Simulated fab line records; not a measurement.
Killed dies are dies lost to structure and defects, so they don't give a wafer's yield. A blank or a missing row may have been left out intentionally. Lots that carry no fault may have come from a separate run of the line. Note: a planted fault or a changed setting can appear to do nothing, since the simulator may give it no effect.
Which tool is to blame? ; flow sky130 ; 33 wafers from 11 lots sampled at 5 of the route's 708 steps

WHAT THE GAUGES READ, wafer by wafer
SKY_NWELL_TW_MEAS_26. Usual: NWELL_2_TW typically reads 497, with standard deviation 3.1.
lot;measured;on;NWELL_2_TW;flag
L263;day 5 04:08;film metro-03;496 496 498;
L265;day 5 20:47;film metro-02;492 491 495;
L266;day 5 23:23;film metro-04;501 503 501;
L269;day 6 19:25;film metro-04;498 498 498;
L271;day 7 03:37;film metro-03;495 498 497;
L272;day 7 13:25;film metro-03;496 497 499;
L281;day 10 01:56;film metro-02;497 499 500;
L282;day 10 03:13;film metro-03;494 492 492;
L283;day 10 11:20;film metro-03;494 490 490;
L285;day 10 19:26;film metro-04;500 499 500;
L286;day 11 03:40;film metro-02;500 501 500;

SKY_VT_ADJUST_HVTR_OVL_MEAS_08. Usual: VT_ADJUST_HVTR_OVL typically reads -0.5 nm, with standard deviation 1.3.
lot;measured;on;VT_ADJUST_HVTR_OVL (nm);flag
L263;day 9 06:14;overlay-01;-0.6 0.0 0.5;
L265;day 10 03:58;overlay-01;0.4 -1.0 0.2;
L266;day 10 08:40;overlay-02;-0.5 -2.0 -1.7;
L269;day 11 09:46;overlay-02;-0.4 0.0 -0.8;
L271;day 11 17:46;overlay-01;1.8 1.0 0.3;
L272;day 12 04:25;overlay-02;0.1 0.1 -0.9;
L281;day 15 07:37;overlay-01;-0.5 1.3 0.3;
L282;day 15 08:29;overlay-01;0.3 1.6 -0.6;
L283;day 15 19:54;overlay-02;-0.8 0.1 -0.8;
L285;day 16 05:05;overlay-01;0.7 1.4 0.8;
L286;day 16 13:22;overlay-01;-1.5 -2.3 -1.5;

SKY_GATE_OXIDE_OVL_MEAS_10. Usual: GATE_OXIDE_OVL typically reads -0.5 nm, with standard deviation 1.2.
lot;measured;on;GATE_OXIDE_OVL (nm);flag
L263;day 13 13:31;overlay-01;2.8 2.5 0.7;
L265;day 14 13:13;overlay-01;0.2 0.1 -0.9;
L266;day 14 22:54;overlay-02;-2.7 -0.5 -1.4;
L269;day 16 00:41;overlay-01;0.6 2.5 0.3;
L271;day 16 12:17;overlay-02;-0.8 -0.9 -0.8;
L272;day 16 19:40;overlay-01;-1.1 -1.8 -1.0;
L281;day 20 14:05;overlay-02;-0.8 -2.3 -0.8;
L282;day 20 13:47;overlay-01;-0.5 0.1 -0.1;
L283;day 21 03:19;overlay-02;0.0 0.9 2.4;
L285;day 21 14:19;overlay-01;-3.3 -2.7 -1.4;
L286;day 21 23:26;overlay-01;0.1 -1.1 -1.6;

SKY_SPACER_THK_MEAS_01. Usual: SPACER_CVD_00_THK typically reads 43.1 nm, with standard deviation 0.44.
lot;measured;on;SPACER_CVD_00_THK (nm);flag
L263;day 22 15:49;film metro-03;43.7 43.2 43.5;
L265;day 24 04:51;film metro-03;42.5 43.0 43.1;
L266;day 24 07:59;film metro-02;43.5 43.5 43.4;
L269;day 25 07:24;film metro-04;43.3 43.3 43.4;
L271;day 25 18:56;film metro-02;34.5 34.5 34.6 34.5 34.5 34.7;OFF
L272;day 26 02:59;film metro-03;35.2 35.2 35.5 35.1 35.2 35.6;OFF
L281;day 29 23:57;film metro-04;43.7 43.6 43.4;
L282;day 29 23:56;film metro-03;42.7 42.7 42.3;
L283;day 30 02:25;film metro-02;43.1 43.0 42.9;
L285;day 30 12:08;film metro-04;43.6 44.0 43.4;
L286;day 30 23:29;film metro-04;43.1 43.2 43.6;

EACH LOT AND THE TOOL THAT RAN IT (in order: tool; ch and the chambers of the sampled wafers; start)
lot;SKY_SPACER_CVD_00
L263;lpcvd-02 ch 1, day 22 14:37
L265;lpcvd-02 ch 1, day 24 03:37
L266;lpcvd-02 ch 0, day 24 06:10
L269;lpcvd-02 ch 1, day 25 05:35
L271;lpcvd-02 ch 0, day 25 17:07
L272;lpcvd-02 ch 0, day 26 01:46
L281;lpcvd-02 ch 1, day 29 22:44
L282;lpcvd-02 ch 1, day 29 22:44
L283;lpcvd-02 ch 1, day 30 01:11
L285;lpcvd-02 ch 1, day 30 10:55
L286;lpcvd-02 ch 1, day 30 21:40
- SKY_SPACER_CVD_00: deposits Si3N4 from DCS/NH3, target thk 43.1 nm, time 740 s.

AS READ BY THE TOOLS THEMSELVES (means over the sampled wafers that have a number; for cases with no such wafer, the mark the record gives instead)
SKY_SPACER_CVD_00. Usual: pressure mtorr reads 249.9 mTorr (standard deviation 0.53).
lot;tool;pressure mtorr (mTorr);flag
L263;lpcvd-02;249.8;
L265;lpcvd-02;250.0;
L266;lpcvd-02;249.6;
L269;lpcvd-02;250.1;
L271;lpcvd-02;125.0;OFF
L272;lpcvd-02;123.7;OFF
L281;lpcvd-02;249.6;
L282;lpcvd-02;249.3;
L283;lpcvd-02;249.8;
L285;lpcvd-02;250.2;
L286;lpcvd-02;250.4;

THE ANSWER, worked out from the rows above alone
Rule: take the mean of a lot's wafers that have a number; if it is more than 3 standard deviations from the usual mean, the lot is off. Also off: a lot with no number at a reading for which 4 or more lots have one. Any other lot the step has rows for is counted as sound. First the gauges in route order, then the tools' own readings, where a lot's mean is used as printed above. The first step at which some lot is off is used, and at that step the reading that is off furthest; a lot without a number counts as furthest.
Off: L271, L272, seen at SKY_SPACER_THK_MEAS_01 (SPACER_CVD_00_THK).
A tool fits if, at a process step before that reading, it ran every lot that is off, and no sound lot after the first of them. The gauges at SKY_SPACER_THK_MEAS_01 aren't tried: what is off there is off at SKY_SPACER_CVD_00 too, on other tools, and a gauge's error can't cause that. Not one of the candidates tried fits.

WHAT THE SIMULATOR HAD PUT IN
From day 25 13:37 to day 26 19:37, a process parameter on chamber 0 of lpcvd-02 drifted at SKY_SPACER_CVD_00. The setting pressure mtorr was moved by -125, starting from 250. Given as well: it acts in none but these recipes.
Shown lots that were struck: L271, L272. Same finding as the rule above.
